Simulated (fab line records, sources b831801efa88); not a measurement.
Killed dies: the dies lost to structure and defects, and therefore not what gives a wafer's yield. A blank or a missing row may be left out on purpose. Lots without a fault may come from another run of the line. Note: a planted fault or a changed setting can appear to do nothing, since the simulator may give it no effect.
One fault through the eyes of 2 desks ; flow gf180mcu ; every desk sees just its own numbers, and what lay behind them comes last

THE TOOL OWNER'S DESK: rie si-01
The tool's own readings at GF_STI_ETCH_14 (etches Si in HBr/Cl2/O2, target depth 360 nm, time 102.9 s): means of the sampled wafers that have a number, for each lot that ran on this tool. Any lot whose mean is over 4 standard deviations away from the usual mean is out of limits and marked OUT; that distance is given in the brackets.
Columns: A = HBr_flow_sccm at GF_STI_ETCH_14, usual 150.0 sccm; B = O2_flow_sccm at GF_STI_ETCH_14, usual 6.001 sccm; C = drypump motor current A at GF_STI_ETCH_14, usual 5.3 A; D = oes product au at GF_STI_ETCH_14, usual 0.997 a.u.; E = throttle valve pct at GF_STI_ETCH_14, usual 25.659 %
lot;first seen here;A;B;C;D;E
L990;day 2 18:14;149.7;5.987;5.2;0.991;25.665
L992;day 3 04:32;150.4;5.990;5.2;0.986;25.661
L998;day 4 10:00;149.8;6.005;5.0;0.992;25.666
L106;day 6 02:53;150.5;6.011;5.3;0.994;25.654
L107;day 6 08:17;150.1;6.003;5.0;0.999;25.660
L108;day 6 13:08;150.2;5.998;5.3;1.009;25.645
L110;day 7 00:17;150.1;6.015;5.1;0.987;25.666
Result from this desk: across the 7 lots, nothing is out of limits.

METROLOGY DESK
Lot by lot, what the gauges showed, no matter which tool ran the lot: averages of those sampled wafers that carry a number. Any lot whose mean is over 4 standard deviations away from the usual mean is out of limits and marked OUT; that distance is given in the brackets.
Columns: A = DNWELL_TW at GF_DNWELL_TW_MEAS_09, usual 1357; B = M2_ALCU_RS at GF_M2_RS_MEAS_05, usual 0.0693 ohm/sq
lot;first seen here;A;B
L990;day 3 12:29;1374;0.0690
L992;day 3 22:53;1345;0.0684
L998;day 5 05:23;1362;0.0692
L101;day 5 20:32;1345;0.0684
L102;day 6 02:35;1383;0.0689
L105;day 6 17:59;1360;0.0683
L106;day 6 23:47;1345;0.0691
L107;day 7 06:14;1355;0.0695
L108;day 7 10:50;1361;0.0693
L110;day 7 20:59;1356;0.0695
Result from this desk: across the 10 lots, nothing is out of limits.

PUT TOGETHER
The desk of the tool owner found nothing out of limits.
From the metrology desk's view, nothing was out of limits.

WHAT WAS PUT IN BY THE SIMULATOR
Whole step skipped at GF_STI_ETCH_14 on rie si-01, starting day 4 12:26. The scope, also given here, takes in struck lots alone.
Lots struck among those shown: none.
